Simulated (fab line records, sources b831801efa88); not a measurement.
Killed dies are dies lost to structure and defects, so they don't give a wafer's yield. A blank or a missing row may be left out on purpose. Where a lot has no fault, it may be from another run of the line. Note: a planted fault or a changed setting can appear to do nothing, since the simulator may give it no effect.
Which tool was responsible? || flow sky130 || Sampling: 13 lots, 39 wafers, 4 of 708 route steps

== WHAT THE GAUGES SHOWED, per wafer ==
SKY_POLY_GATE_THK_MEAS_21.
{"lot": "L397", "measured": "day 17 06:05", "on": "film metro-01", "POLY_GATE_OXIDATION_THK (nm)": "4.05 4.02 4.08"}
{"lot": "L396", "measured": "day 17 06:05", "on": "film metro-03", "POLY_GATE_OXIDATION_THK (nm)": "3.95 4.04 4.04"}
{"lot": "L398", "measured": "day 17 14:50", "on": "film metro-01", "POLY_GATE_OXIDATION_THK (nm)": "4.08 4.06 4.01"}
{"lot": "L400", "measured": "day 18 09:33", "on": "film metro-02", "POLY_GATE_OXIDATION_THK (nm)": "3.98 3.93 3.96"}
{"lot": "L399", "measured": "day 18 09:34", "on": "film metro-01", "POLY_GATE_OXIDATION_THK (nm)": "4.04 4.07 4.04"}
{"lot": "L402", "measured": "day 18 21:25", "on": "film metro-01", "POLY_GATE_OXIDATION_THK (nm)": "4.10 3.99 4.00"}
{"lot": "L404", "measured": "day 19 10:54", "on": "film metro-02", "POLY_GATE_OXIDATION_THK (nm)": "4.10 3.98 4.02"}
{"lot": "L405", "measured": "day 20 00:04", "on": "film metro-01", "POLY_GATE_OXIDATION_THK (nm)": "3.84 3.97 3.87"}
{"lot": "L406", "measured": "day 20 07:22", "on": "film metro-03", "POLY_GATE_OXIDATION_THK (nm)": "3.95 3.98 3.92"}
{"lot": "L409", "measured": "day 21 01:00", "on": "film metro-01", "POLY_GATE_OXIDATION_THK (nm)": "3.94 4.05 4.03"}
{"lot": "L410", "measured": "day 21 05:13", "on": "film metro-03", "POLY_GATE_OXIDATION_THK (nm)": "3.97 3.99 3.96"}
{"lot": "L413", "measured": "day 22 17:46", "on": "film metro-01", "POLY_GATE_OXIDATION_THK (nm)": "3.93 3.91 3.98"}
{"lot": "L415", "measured": "day 23 12:50", "on": "film metro-02", "POLY_GATE_OXIDATION_THK (nm)": "4.04 3.91 3.96"}

SKY_LDD_LDN_OVL_MEAS_07.
{"lot": "L397", "measured": "day 23 15:41", "on": "overlay-02", "LDD_LDN_OVL (nm)": "2.1 0.6 2.6"}
{"lot": "L396", "measured": "day 23 14:18", "on": "overlay-01", "LDD_LDN_OVL (nm)": "0.4 -0.2 2.0"}
{"lot": "L398", "measured": "day 23 22:47", "on": "overlay-01", "LDD_LDN_OVL (nm)": "1.0 -0.1 -1.1"}
{"lot": "L400", "measured": "day 24 19:18", "on": "overlay-01", "LDD_LDN_OVL (nm)": "-0.2 -0.8 0.2"}
{"lot": "L399", "measured": "day 24 19:54", "on": "overlay-01", "LDD_LDN_OVL (nm)": "1.4 1.8 2.3"}
{"lot": "L402", "measured": "day 25 05:59", "on": "overlay-01", "LDD_LDN_OVL (nm)": "0.9 1.5 2.4"}
{"lot": "L404", "measured": "day 25 19:38", "on": "overlay-01", "LDD_LDN_OVL (nm)": "0.5 1.0 1.5"}
{"lot": "L405", "measured": "day 26 06:48", "on": "overlay-02", "LDD_LDN_OVL (nm)": "-0.3 0.8 1.3"}
{"lot": "L406", "measured": "day 26 12:49", "on": "overlay-02", "LDD_LDN_OVL (nm)": "1.3 0.2 -0.1"}
{"lot": "L409", "measured": "day 27 06:17", "on": "overlay-02", "LDD_LDN_OVL (nm)": "2.6 2.4 1.2"}
{"lot": "L410", "measured": "day 27 11:15", "on": "overlay-01", "LDD_LDN_OVL (nm)": "0.9 0.3 -1.3"}
{"lot": "L413", "measured": "day 29 05:41", "on": "overlay-01", "LDD_LDN_OVL (nm)": "-0.4 -0.9 -1.2"}
{"lot": "L415", "measured": "day 29 15:19", "on": "overlay-02", "LDD_LDN_OVL (nm)": "0.8 1.6 3.1"}

== TOOL THAT RAN EACH LOT (tool first, then ch and the chambers of the sampled wafers, then the start) ==
{"lot": "L397", "SKY_LDD_P_IMPLANT_09": "implanter-04 ch 0, day 19 19:59", "SKY_LDD_HVN_STRIP_09": "plasma asher-03 ch 0,1, day 21 02:29"}
{"lot": "L396", "SKY_LDD_P_IMPLANT_09": "implanter-03 ch 0, day 19 19:25", "SKY_LDD_HVN_STRIP_09": "plasma asher-02 ch 0,1, day 21 02:05"}
{"lot": "L398", "SKY_LDD_P_IMPLANT_09": "implanter-03 ch 0, day 20 04:50", "SKY_LDD_HVN_STRIP_09": "plasma asher-02 ch 0,1, day 21 11:38"}
{"lot": "L400", "SKY_LDD_P_IMPLANT_09": "implanter-04 ch 0, day 20 23:47", "SKY_LDD_HVN_STRIP_09": "plasma asher-03 ch 0,1, day 22 07:07"}
{"lot": "L399", "SKY_LDD_P_IMPLANT_09": "implanter-02 ch 0, day 21 00:07", "SKY_LDD_HVN_STRIP_09": "plasma asher-02 ch 0, day 22 07:29"}
{"lot": "L402", "SKY_LDD_P_IMPLANT_09": "implanter-04 ch 0, day 21 12:30", "SKY_LDD_HVN_STRIP_09": "plasma asher-04 ch 0,1, day 22 18:53"}
{"lot": "L404", "SKY_LDD_P_IMPLANT_09": "implanter-04 ch 0, day 22 02:07", "SKY_LDD_HVN_STRIP_09": "plasma asher-04 ch 0,1, day 23 08:26"}
{"lot": "L405", "SKY_LDD_P_IMPLANT_09": "implanter-04 ch 0, day 22 13:13", "SKY_LDD_HVN_STRIP_09": "plasma asher-03 ch 0,1, day 23 19:40"}
{"lot": "L406", "SKY_LDD_P_IMPLANT_09": "implanter-03 ch 0, day 22 20:29", "SKY_LDD_HVN_STRIP_09": "plasma asher-02 ch 0,1, day 24 02:47"}
{"lot": "L409", "SKY_LDD_P_IMPLANT_09": "implanter-02 ch 0, day 23 14:38", "SKY_LDD_HVN_STRIP_09": "plasma asher-02 ch 0,1, day 24 20:28"}
{"lot": "L410", "SKY_LDD_P_IMPLANT_09": "implanter-04 ch 0, day 23 18:35", "SKY_LDD_HVN_STRIP_09": "plasma asher-03 ch 0,1, day 25 00:23"}
{"lot": "L413", "SKY_LDD_P_IMPLANT_09": "implanter-02 ch 0, day 25 05:58", "SKY_LDD_HVN_STRIP_09": "plasma asher-03 ch 0,1, day 26 11:44"}
{"lot": "L415", "SKY_LDD_P_IMPLANT_09": "implanter-02 ch 0, day 26 01:41", "SKY_LDD_HVN_STRIP_09": "plasma asher-02 ch 0,1, day 27 07:01"}
- SKY_LDD_P_IMPLANT_09
- SKY_LDD_HVN_STRIP_09: strips in O2/N2.

== AS READ BY THE TOOLS THEMSELVES (means over the sampled wafers that have a number; for cases with no such wafer, the mark the record gives instead) ==
SKY_LDD_P_IMPLANT_09.
{"lot": "L397", "tool": "implanter-04", "beam energy keV": 24.999, "dose ions cm2": 1e+13}
{"lot": "L396", "tool": "implanter-03", "beam energy keV": 25.000, "dose ions cm2": 1e+13}
{"lot": "L398", "tool": "implanter-03", "beam energy keV": 25.006, "dose ions cm2": 1e+13}
{"lot": "L400", "tool": "implanter-04", "beam energy keV": 25.002, "dose ions cm2": 1e+13}
{"lot": "L399", "tool": "implanter-02", "beam energy keV": 24.989, "dose ions cm2": 1e+13}
{"lot": "L402", "tool": "implanter-04", "beam energy keV": 25.004, "dose ions cm2": 1e+13}
{"lot": "L404", "tool": "implanter-04", "beam energy keV": 25.003, "dose ions cm2": 1e+13}
{"lot": "L405", "tool": "implanter-04", "beam energy keV": 25.006, "dose ions cm2": 1e+13}
{"lot": "L406", "tool": "implanter-03", "beam energy keV": 24.998, "dose ions cm2": 1e+13}
{"lot": "L409", "tool": "implanter-02", "beam energy keV": 25.005, "dose ions cm2": 1e+13}
{"lot": "L410", "tool": "implanter-04", "beam energy keV": 24.997, "dose ions cm2": 1e+13}
{"lot": "L413", "tool": "implanter-02", "beam energy keV": 26.580, "dose ions cm2": 1e+13}
{"lot": "L415", "tool": "implanter-02", "beam energy keV": 26.561, "dose ions cm2": 1e+13}

SKY_LDD_HVN_STRIP_09.
{"lot": "L397", "tool": "plasma asher-03", "drypump motor current A (A)": 5.1, "oes product au (a.u.)": 0.406, "strip time to endpoint s (s)": 4.135}
{"lot": "L396", "tool": "plasma asher-02", "drypump motor current A (A)": 5.5, "oes product au (a.u.)": 0.410, "strip time to endpoint s (s)": 4.111}
{"lot": "L398", "tool": "plasma asher-02", "drypump motor current A (A)": 5.4, "oes product au (a.u.)": 0.411, "strip time to endpoint s (s)": 4.126}
{"lot": "L400", "tool": "plasma asher-03", "drypump motor current A (A)": 5.5, "oes product au (a.u.)": 0.409, "strip time to endpoint s (s)": 4.133}
{"lot": "L399", "tool": "plasma asher-02", "drypump motor current A (A)": 5.6, "oes product au (a.u.)": 0.406, "strip time to endpoint s (s)": 4.113}
{"lot": "L402", "tool": "plasma asher-04", "drypump motor current A (A)": 6.3, "oes product au (a.u.)": 0.411, "strip time to endpoint s (s)": 4.131}
{"lot": "L404", "tool": "plasma asher-04", "drypump motor current A (A)": 6.3, "oes product au (a.u.)": 0.411, "strip time to endpoint s (s)": 4.124}
{"lot": "L405", "tool": "plasma asher-03", "drypump motor current A (A)": 5.5, "oes product au (a.u.)": 0.408, "strip time to endpoint s (s)": 4.158}
{"lot": "L406", "tool": "plasma asher-02", "drypump motor current A (A)": 5.4, "oes product au (a.u.)": 0.413, "strip time to endpoint s (s)": 4.137}
{"lot": "L409", "tool": "plasma asher-02", "drypump motor current A (A)": 5.5, "oes product au (a.u.)": 0.405, "strip time to endpoint s (s)": 4.131}
{"lot": "L410", "tool": "plasma asher-03", "drypump motor current A (A)": 5.1, "oes product au (a.u.)": 0.407, "strip time to endpoint s (s)": 4.130}
{"lot": "L413", "tool": "plasma asher-03", "drypump motor current A (A)": 5.5, "oes product au (a.u.)": 0.408, "strip time to endpoint s (s)": 4.140}
{"lot": "L415", "tool": "plasma asher-02", "drypump motor current A (A)": 5.5, "oes product au (a.u.)": 0.413, "strip time to endpoint s (s)": 4.137}

== THE ANSWER, worked out from the rows above alone ==
Rule: the lots themselves supply what counts as usual. The widest of any qualifying gaps counts: lots, ordered by their means at a reading, are off when they make up no more than a third of the lots, leave a main group of 4 or more, and stand apart from it by 3 or more times the standard deviation of that group's means. A main group is skipped when, at the precision printed for the reading in the tables above, its means are all equal. A lot without any number at a reading at which 4 lots or more have one is off too. Any other lot the step has rows for is counted as sound. First the gauges in route order, then the tools' own readings, where a lot's mean is used as printed above. The first step at which some lot is off is used, and at that step the reading that is off furthest; a lot without a number counts as furthest.
Off, at SKY_LDD_P_IMPLANT_09 on beam energy keV: L413, L415. For the main group the mean is 25.001 and the standard deviation 0.0048.
A tool fits if, at that step or a process step before it, it ran every lot that is off, and no sound lot after the first of them. One fits: SKY_LDD_P_IMPLANT_09 on implanter-02. A fault onset in the window from L409 (day 23 14:38, its last sound lot) to L413 (day 25 05:58, its first lot off) fits.
On the lots that are off, the tool's own readings at SKY_LDD_P_IMPLANT_09 differ by more than 5 times the standard deviation of the sound lots' means, which bears it out; beam energy keV reads 26.570 there versus 25.001 on the sound lots.

== WHAT THE SIMULATOR HAD PUT IN ==
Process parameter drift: implanter-02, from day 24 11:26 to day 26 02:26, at SKY_LDD_P_IMPLANT_09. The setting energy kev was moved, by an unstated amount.
Shown lots that were struck: L413, L415. Same finding as the rule above.
